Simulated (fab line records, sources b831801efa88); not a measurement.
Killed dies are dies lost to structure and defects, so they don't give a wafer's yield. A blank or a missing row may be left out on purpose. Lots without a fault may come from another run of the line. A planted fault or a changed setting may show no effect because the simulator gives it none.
A struck lot beside a sound one | flow sky130 | 20 steps out of a route of 708
Sound: wafers L168.2, L168.4, L168.6. Struck: wafers L175.1, L175.3, L175.4. The cause comes at the end.
At each step with rows: each side's tool, then ch and its chambers, then its first start. Under that, the readings that differ: sound wafers | struck wafers | difference of the means | sigmas: that difference in standard deviations of wafers without a fault.
alike: readings whose means differ by less than 2 such deviations, and words and numbers that are the same on both sides. not compared: withheld readings, readings that some wafer has no value for, bounds like >300 that may hide the same value, and numbers for which the record gives no deviation and whose values overlap.
The two part at a step that has a row with sigmas, a row that says differs or no value, or rows on one side only. Numbers that don't overlap but have no deviation are shown without sigmas and don't part them. A reading that every wafer of one side lacks parts them only if that side has two wafers or more.

SKY_SONOS_TUNNEL_TW_MEAS_12:
  sound on film_metro-03, day 13 14:29; struck on film_metro-03, day 16 01:33
  alike: SONOS_TUNNEL_TW
then, 2 steps without rows for these wafers: SKY_SONOS_TUNNEL_CLEAN_13 (cleans in dHF, time 20 s); SKY_SONOS_ONO_OXIDATION_00 (stabilise 600 s, purge 300 s, target thk 2.6 nm).
SKY_SONOS_ONO_THK_MEAS_01:
  sound on film_metro-04, day 13 16:31; struck on film_metro-04, day 16 04:02
  alike: SONOS_ONO_OXIDATION_THK
then, 1 step without rows for these wafers: SKY_SONOS_ONO_CVD_02 (deposits Si3N4 from DCS/NH3, target thk 10.5 nm, time 180 s).
SKY_SONOS_ONO_THK_MEAS_03:
  sound on film_metro-04, day 13 17:38; struck on film_metro-02, day 16 05:32
  alike: SONOS_ONO_CVD_02_THK
then, 1 step without rows for these wafers: SKY_SONOS_ONO_CVD_04 (deposits SiO2 from SiH4/N2O, target thk 5.7199 nm).
SKY_SONOS_ONO_THK_MEAS_05:
  sound on film_metro-02, day 13 19:34; struck on film_metro-02, day 16 06:51
  alike: SONOS_ONO_CVD_04_THK
then, 4 steps without rows for these wafers: SKY_SONOS_ONO_DEHYDRATE_06 (time 60 s); SKY_SONOS_ONO_HMDS_07 (prime time 60 s); SKY_SONOS_ONO_COAT_08 (resist thk 1140 nm); SKY_SONOS_ONO_SOFTBAKE_09 (time 60 s).
SKY_SONOS_ONO_EXPOSE_10: exposes mask ONOM, target cd 410 nm.
  sound on iline_stepper-01 ch 0, day 14 08:24; struck on iline_stepper-01 ch 0, day 16 20:53
  alike: mask
then, 1 step without rows for these wafers: SKY_SONOS_ONO_PEB_11.
SKY_SONOS_ONO_DEVELOP_12: develop time 62.71 s.
  sound on litho_track-04 ch 0, day 14 21:13; struck on litho_track-02 ch 0, day 17 10:16
  reading                    | sound           | struck            | difference | sigmas
  model.SONOS_ONO.cd_nm (nm) | 411 407.9 409.3 | 386.6 382.3 403.5 | -18.6      |
SKY_SONOS_ONO_CD_MEAS_13: target cd 410 nm.
  sound on cd_sem-02, day 14 21:21; struck on cd_sem-01, day 17 10:25
  reading    | sound             | struck            | difference | sigmas
  cd_nm (nm) | 410.9 408.0 409.1 | 386.5 382.2 403.1 | -18.7      | -9
SKY_SONOS_ONO_OVL_MEAS_14:
  sound on overlay-01, day 14 21:28; struck on overlay-02, day 17 10:32
  alike: SONOS_ONO_OVL
SKY_SONOS_ONO_ETCH_15: etches the open film in CHF3/O2, target depth 19.52 nm, time 7.8 s.
  sound on rie_diel-03 ch 0,1, day 14 21:29; struck on rie_diel-03 ch 1,2,3, day 17 10:34
  reading                    | sound           | struck            | difference | sigmas
  model.SONOS_ONO.cd_nm (nm) | 411 407.9 409.3 | 386.5 382.1 403.2 | -18.8      |
  alike: chf3_flow_sccm, drypump_motor_current_A, oes_product_au, throttle_valve_pct
  not compared: rf_hours_counter_h
then, 1 step without rows for these wafers: SKY_SONOS_ONO_WET_ETCH_16 (etches SiO2 in dHF, target depth 14 nm, time 280 s).
-- the record jumps here: 32 days lie between the struck wafers' starts before and after (it left off in module SONOS_ONO and takes up again in module PAD_OPEN, whose first step shown is number 708 of the route) --
SKY_PAD_OPEN_PROBE_99:
  sound on prober-02, day 47 12:45; struck on prober-01, day 49 05:36
  alike: killed_at_M0_to_M3, killed_at_M4_up, killed_at_contacts, killed_at_front_end, killed_at_other, killed_dies, killed_open, killed_short

WHERE THEY PART
Only at SKY_SONOS_ONO_CD_MEAS_13, within this record. Later steps at which nothing parts them and some readings are alike: SKY_SONOS_ONO_OVL_MEAS_14, SKY_SONOS_ONO_ETCH_15, SKY_PAD_OPEN_PROBE_99.

WHY: what the simulator had put in
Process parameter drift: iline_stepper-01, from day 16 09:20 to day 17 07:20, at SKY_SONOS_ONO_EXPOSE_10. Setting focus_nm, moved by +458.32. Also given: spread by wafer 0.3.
